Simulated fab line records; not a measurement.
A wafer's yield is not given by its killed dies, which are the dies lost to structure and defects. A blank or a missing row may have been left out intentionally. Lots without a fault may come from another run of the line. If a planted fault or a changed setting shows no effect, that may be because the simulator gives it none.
Commonality check across tools    flow sky130    Lots sampled 13, wafers sampled 39

WHY IT WAS OPENED
Of 13 lots, 4 have the reading SD_N_OVL flagged at SKY_SD_N_OVL_MEAS_08. No-fault wafers: 0.3 nm, standard deviation 1.3.
Rule: a lot gets a flag if all its wafers with a number sit over 4 standard deviations from that mean, or if no wafer of it has a number. The rest of the lots are taken to be sound.

lot   measured      on          SD_N_OVL (nm), wafer by wafer  flag
L956  day 27 20:19  overlay-02  -1.3 -1.8 -1.4                 
L958  day 28 16:13  overlay-02  -2.7 -0.9 0.5                  
L959  day 28 23:19  overlay-01  -0.3 -0.2 0.5                  
L960  day 29 03:16  overlay-01  1.4 2.8 2.4                    
L961  day 30 00:25  overlay-01  -91.2 -88.8 -90.1              FLAGGED
L964  day 31 01:43  overlay-02  0.2 2.2 -0.2                   
L965  day 31 04:24  overlay-01  -88.5 -90.3 -90.2              FLAGGED
L966  day 31 07:45  overlay-01  -91.0 -90.5 -90.5              FLAGGED
L967  day 31 14:16  overlay-02  1.5 -0.7 1.3                   
L968  day 32 03:52  overlay-01  -91.4 -90.5 -88.3              FLAGGED
L976  day 35 03:19  overlay-02  -2.5 0.0 0.0                   
L978  day 35 22:40  overlay-01  1.7 2.6 1.1                    
L979  day 36 03:31  overlay-01  1.6 -0.3 2.3                   
The numbers of the flagged lots are -90.1 nm on average: -90.4 nm against the usual, or -70 standard deviations.

WHICH TOOL EACH LOT WENT THROUGH
The record keeps 1 process step preceding the reading, out of 708 steps on the route. Cell contents, in order: the tool; ch with the chambers the sampled wafers went through; the start.
lot   flag     SKY_SD_N_EXPOSE_04
L956           ilineStepper-01 ch 0, day 27 06:34
L958           ilineStepper-01 ch 0, day 28 00:15
L959           ilineStepper-02 ch 0, day 28 07:56
L960           ilineStepper-01 ch 0, day 28 14:26
L961  FLAGGED  ilineStepper-01 ch 0, day 29 09:08
L964           ilineStepper-02 ch 0, day 30 11:40
L965  FLAGGED  ilineStepper-01 ch 0, day 30 13:43
L966  FLAGGED  ilineStepper-01 ch 0, day 30 16:20
L967           ilineStepper-02 ch 0, day 31 01:29
L968  FLAGGED  ilineStepper-01 ch 0, day 31 14:04
L976           ilineStepper-02 ch 0, day 34 15:05
L978           ilineStepper-02 ch 0, day 35 07:33
L979           ilineStepper-02 ch 0, day 35 13:06
What is done by these steps:
- SKY_SD_N_EXPOSE_04: exposes mask NSDM, target cd 380 nm.
- SKY_SD_N_OVL_MEAS_08

FLAGGED AGAINST TOTAL, ONE TOOL AT A TIME (gauges that did the reading follow at the end)
step                  tool             lots run  flagged  share of the flagged lots  sound lots run after its first flagged lot
SKY_SD_N_EXPOSE_04    ilineStepper-01  7         4        all                        0
SKY_SD_N_EXPOSE_04    ilineStepper-02  6         0        none                       -
SKY_SD_N_OVL_MEAS_08  overlay-01       8         4        all                        2 (L978,L979)
SKY_SD_N_OVL_MEAS_08  overlay-02       5         0        none                       -

WHAT IS ALLOWED BY THE TABLE
Table rows that saw every flagged lot: 2, namely ilineStepper-01 at SKY_SD_N_EXPOSE_04 and overlay-01 at SKY_SD_N_OVL_MEAS_08.
- ilineStepper-01 at SKY_SD_N_EXPOSE_04: 4 of its 7 lots flagged. Its last sound lot is L960 (day 28 14:26), its first flagged lot L961 (day 29 09:08): a fault that began between those two fits.
- overlay-01 at SKY_SD_N_OVL_MEAS_08: 4 of its 8 lots flagged. After the first flagged lot (L978, L979), sound lots still ran on it; a lasting fault on the whole tool would not permit that.
Just one tool remains: ilineStepper-01 at SKY_SD_N_EXPOSE_04.

WHAT WAS PUT IN BY THE SIMULATOR
Scanner matching overlay: ilineStepper-01, from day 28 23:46 on, at SKY_SD_N_EXPOSE_04. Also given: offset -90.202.
Shown lots that were struck: L961, L965, L966, L968. Same finding as the rule above.
